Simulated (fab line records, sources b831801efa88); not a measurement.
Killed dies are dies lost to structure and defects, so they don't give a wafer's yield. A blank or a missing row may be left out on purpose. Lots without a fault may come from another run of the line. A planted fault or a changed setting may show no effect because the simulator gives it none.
A struck lot beside a sound one | flow sfq_line | 24 steps out of a route of 325
Sound: wafers L191.1, L191.5, L191.6. Struck: wafers L190.3, L190.4, L190.6. The cause comes at the end.
At each step with rows: each side's tool, then ch and its chambers, then its first start. Under that, the readings that differ: sound wafers | struck wafers | difference of the means | sigmas: that difference in standard deviations of wafers without a fault.
alike: readings whose means differ by less than 2 such deviations, and words and numbers that are the same on both sides. not compared: withheld readings, readings that some wafer has no value for, bounds like >300 that may hide the same value, and numbers for which the record gives no deviation and whose values overlap.
The two part at a step that has a row with sigmas, a row that says differs or no value, or rows on one side only. Numbers that don't overlap but have no deviation are shown without sigmas and don't part them. A reading that every wafer of one side lacks parts them only if that side has two wafers or more.

first, 6 steps without rows for these wafers: SFQ_TRILAYER_I6_VIA_LITHO_COAT_174 (resist thk 62 nm); SFQ_TRILAYER_I6_VIA_LITHO_COAT_169 (resist thk 650 nm); SFQ_TRILAYER_I6_VIA_LITHO_SOFTBAKE_173; SFQ_TRILAYER_I6_VIA_LITHO_EXPOSE_170 (exposes mask I6, target cd 700 nm); SFQ_TRILAYER_I6_VIA_LITHO_PEB_172 (peb time 60 s); SFQ_TRILAYER_I6_VIA_LITHO_DEVELOP_171 (time 60 s).
SFQ_I6_OVL_MEAS_942:
  sound on overlay-01, day 71 02:19; struck on overlay-01, day 70 17:56
  alike: I6_OVL
SFQ_TRILAYER_I6_VIA_BARC_OPEN_VIA_ETCH_235: etches BARC in O2, target depth 125 nm, time 41.7 s.
  sound on rie_diel-02 ch 2,3, day 71 02:21; struck on rie_diel-04 ch 0,1,3, day 70 17:57
  reading                     | sound          | struck         | difference | sigmas
  drypump_motor_current_A (A) | 4.93 5.38 4.94 | 5.83 5.70 5.38 | +0.55      | +2
  alike: oes_product_au
  not compared: rf_hours_counter_h
SFQ_TRILAYER_I6_VIA_ETCH_VIA_ETCH_172: etches SiO2 in CHF3, stops on Nb, target depth 260 nm.
  sound on rie_diel-02 ch 2,3, day 71 02:23; struck on rie_diel-04 ch 0,1,3, day 70 17:59
  reading                     | sound          | struck         | difference | sigmas
  drypump_motor_current_A (A) | 4.95 5.41 4.96 | 5.81 5.68 5.33 | +0.50      | +2
  alike: oes_product_au
SFQ_TRILAYER_I6_VIA_STRIP_STRIP_173: strips in O2.
  sound on rie_metal-02 ch 0,1, day 71 02:30; struck on rie_metal-02 ch 0,1, day 70 18:18
  alike: drypump_motor_current_A, oes_product_au
  not compared: rf_hours_counter_h
then, 2 steps without rows for these wafers: SFQ_TRILAYER_I6_VIA_STRIP_SOLV_CLEAN_174 (cleans in NMP, time 600 s); SFQ_TRILAYER_M7_DEP_PRE_CLEAN_176 (time 22.5 s).
SFQ_TRILAYER_M7_DEP_SPUTTER_175: material Nb, target thk 200 nm, time 133.3 s.
  sound on pvd_sputter-04, day 71 03:19; struck on pvd_sputter-05, day 70 19:10
  alike: base_pressure_pa, chamber_pressure_pa, throttle_valve_pct
SFQ_M7_RS_MEAS_943: measures by four-point-probe.
  sound on film_metro-02, day 71 03:24; struck on film_metro-04, day 70 19:18
  reading           | sound             | struck            | difference | sigmas
  M7_NB_RS (ohm/sq) | 0.881 0.872 0.880 | 0.440 0.435 0.436 | -0.441     | -62
then, 6 steps without rows for these wafers: SFQ_TRILAYER_M7_LITHO_COAT_182 (resist thk 62 nm); SFQ_TRILAYER_M7_LITHO_COAT_177 (resist thk 600 nm); SFQ_TRILAYER_M7_LITHO_SOFTBAKE_181; SFQ_TRILAYER_M7_LITHO_EXPOSE_178 (exposes mask M7, target cd 500 nm); SFQ_TRILAYER_M7_LITHO_PEB_180 (peb time 60 s); SFQ_TRILAYER_M7_LITHO_DEVELOP_179 (time 60 s).
SFQ_M7_OVL_MEAS_945:
  sound on overlay-02, day 71 05:50; struck on overlay-02, day 70 22:09
  alike: M7_OVL
SFQ_TRILAYER_M7_BARC_OPEN_METAL_ETCH_229: etches BARC in O2, target depth 125 nm, time 41.7 s.
  sound on rie_metal-03 ch 0,1, day 71 05:52; struck on rie_metal-02 ch 0,1, day 70 22:11
  alike: drypump_motor_current_A, oes_product_au
  not compared: rf_hours_counter_h
SFQ_TRILAYER_M7_ETCH_METAL_ETCH_180: etches Nb in Cl2/Ar, stops on SiO2, target depth 240 nm, time 120 s.
  sound on rie_metal-03 ch 0,1, day 71 05:55; struck on rie_metal-02 ch 0,1, day 70 22:17
  reading                        | sound             | struck            | difference | sigmas
  oes_product_au (a.u.)          | 0.896 0.905 0.896 | 0.989 0.998 0.998 | +0.096     | +17
  model.M7.feature_depth_nm (nm) | 201.8 204.4 202.5 | 235.6 238.4 240.1 | +35.1      |
  model.etch.depth_nm (nm)       | 201.8 204.4 202.5 | 235.6 238.4 240.1 | +35.1      |
  alike: drypump_motor_current_A
  not compared: rf_hours_counter_h
SFQ_TRILAYER_M7_STRIP_STRIP_181: strips in O2.
  sound on rie_metal-03 ch 0,1, day 71 06:03; struck on rie_metal-02 ch 0,1, day 70 22:34
  alike: drypump_motor_current_A, oes_product_au
  not compared: rf_hours_counter_h

WHERE THEY PART
First at SFQ_TRILAYER_I6_VIA_BARC_OPEN_VIA_ETCH_235; last, within this record, at SFQ_TRILAYER_M7_ETCH_METAL_ETCH_180. Later steps at which nothing parts them and some readings are alike: SFQ_TRILAYER_M7_STRIP_STRIP_181.

WHY: what the simulator had put in
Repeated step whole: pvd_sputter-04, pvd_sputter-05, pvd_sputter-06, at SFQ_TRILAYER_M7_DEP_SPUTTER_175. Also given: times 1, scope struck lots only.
